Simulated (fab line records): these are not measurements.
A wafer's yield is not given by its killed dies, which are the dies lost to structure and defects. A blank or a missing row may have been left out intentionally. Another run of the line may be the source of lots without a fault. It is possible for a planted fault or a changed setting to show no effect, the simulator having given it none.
The tool behind it: which one? || flow sky130 || Sampling: 10 lots, 30 wafers, 2 of 708 route steps

== WHAT THE GAUGES SHOWED, per wafer ==
SKY_CAP2M_THK_MEAS_01. Usual: for CAP2M_CVD_00_THK the level is 15.40 nm and the standard deviation is 0.28.
{"lot": "L759", "measured": "day 40 08:10", "on": "filmMetro-01", "CAP2M_CVD_00_THK (nm)": "15.23 15.40 15.72", "flag": ""}
{"lot": "L761", "measured": "day 41 03:07", "on": "filmMetro-01", "CAP2M_CVD_00_THK (nm)": "15.34 15.12 14.90", "flag": ""}
{"lot": "L763", "measured": "day 41 15:50", "on": "filmMetro-02", "CAP2M_CVD_00_THK (nm)": "15.29 15.23 14.85", "flag": ""}
{"lot": "L766", "measured": "day 43 18:32", "on": "filmMetro-04", "CAP2M_CVD_00_THK (nm)": "15.72 15.83 15.75", "flag": ""}
{"lot": "L772", "measured": "day 43 21:22", "on": "filmMetro-02", "CAP2M_CVD_00_THK (nm)": "15.09 15.55 15.72", "flag": ""}
{"lot": "L773", "measured": "day 43 23:50", "on": "filmMetro-01", "CAP2M_CVD_00_THK (nm)": "15.54 15.49 15.56", "flag": ""}
{"lot": "L774", "measured": "day 44 01:40", "on": "filmMetro-04", "CAP2M_CVD_00_THK (nm)": "14.73 14.86 15.33", "flag": ""}
{"lot": "L775", "measured": "day 44 05:52", "on": "filmMetro-04", "CAP2M_CVD_00_THK (nm)": "15.19 15.50 15.32", "flag": ""}
{"lot": "L779", "measured": "day 45 02:25", "on": "filmMetro-01", "CAP2M_CVD_00_THK (nm)": "15.24 15.21 15.06", "flag": ""}
{"lot": "L781", "measured": "day 45 18:51", "on": "filmMetro-04", "CAP2M_CVD_00_THK (nm)": "15.40 15.54 15.43", "flag": ""}

SKY_CAP2M_THK_MEAS_04: measures by xrf. Usual: for CAP2M_TIN_THK the level is 202 nm and the standard deviation is 3.2.
{"lot": "L759", "measured": "day 40 08:28", "on": "filmMetro-02", "CAP2M_TIN_THK (nm)": "200 202 201", "flag": ""}
{"lot": "L761", "measured": "day 41 03:24", "on": "filmMetro-04", "CAP2M_TIN_THK (nm)": "206 207 206", "flag": ""}
{"lot": "L763", "measured": "day 41 16:07", "on": "filmMetro-01", "CAP2M_TIN_THK (nm)": "206 204 205", "flag": ""}
{"lot": "L766", "measured": "day 43 18:50", "on": "filmMetro-02", "CAP2M_TIN_THK (nm)": "205 200 203", "flag": ""}
{"lot": "L772", "measured": "day 43 21:40", "on": "filmMetro-01", "CAP2M_TIN_THK (nm)": "201 199 195", "flag": ""}
{"lot": "L773", "measured": "day 44 00:08", "on": "filmMetro-01", "CAP2M_TIN_THK (nm)": "203 206 199", "flag": ""}
{"lot": "L774", "measured": "day 44 01:57", "on": "filmMetro-01", "CAP2M_TIN_THK (nm)": "201 199 202", "flag": ""}
{"lot": "L775", "measured": "day 44 06:09", "on": "filmMetro-01", "CAP2M_TIN_THK (nm)": "203 204 203", "flag": ""}
{"lot": "L779", "measured": "day 45 02:42", "on": "filmMetro-01", "CAP2M_TIN_THK (nm)": "198 200 199", "flag": ""}
{"lot": "L781", "measured": "day 45 19:08", "on": "filmMetro-01", "CAP2M_TIN_THK (nm)": "199 198 196", "flag": ""}

== WHAT TOOL EACH LOT RAN ON (gives the tool, then ch and the chambers of the sampled wafers, and finally the start) ==
Record: no process step prior to these readings.

== AS READ BY THE TOOLS THEMSELVES (means over the sampled wafers that have a number; for cases with no such wafer, the mark the record gives instead) ==
The record holds no such reading with a usual standard deviation.

== THE ANSWER, worked out from the rows above alone ==
Rule: a lot is off if the mean of its wafers that have a number lies more than 3 standard deviations from the usual mean. A lot without any number at a reading at which 4 lots or more have one is off too. Where the step has rows for the other lots, those lots are counted as sound. First the gauges in route order, then the tools' own readings, where a lot's mean is used as printed above. At the first step where some lot is off, the reading lying furthest off is the one used; lots without a number count as furthest.
None of the lots is off at any reading shown; this tells nothing.

== WHAT THE SIMULATOR PUT IN ==
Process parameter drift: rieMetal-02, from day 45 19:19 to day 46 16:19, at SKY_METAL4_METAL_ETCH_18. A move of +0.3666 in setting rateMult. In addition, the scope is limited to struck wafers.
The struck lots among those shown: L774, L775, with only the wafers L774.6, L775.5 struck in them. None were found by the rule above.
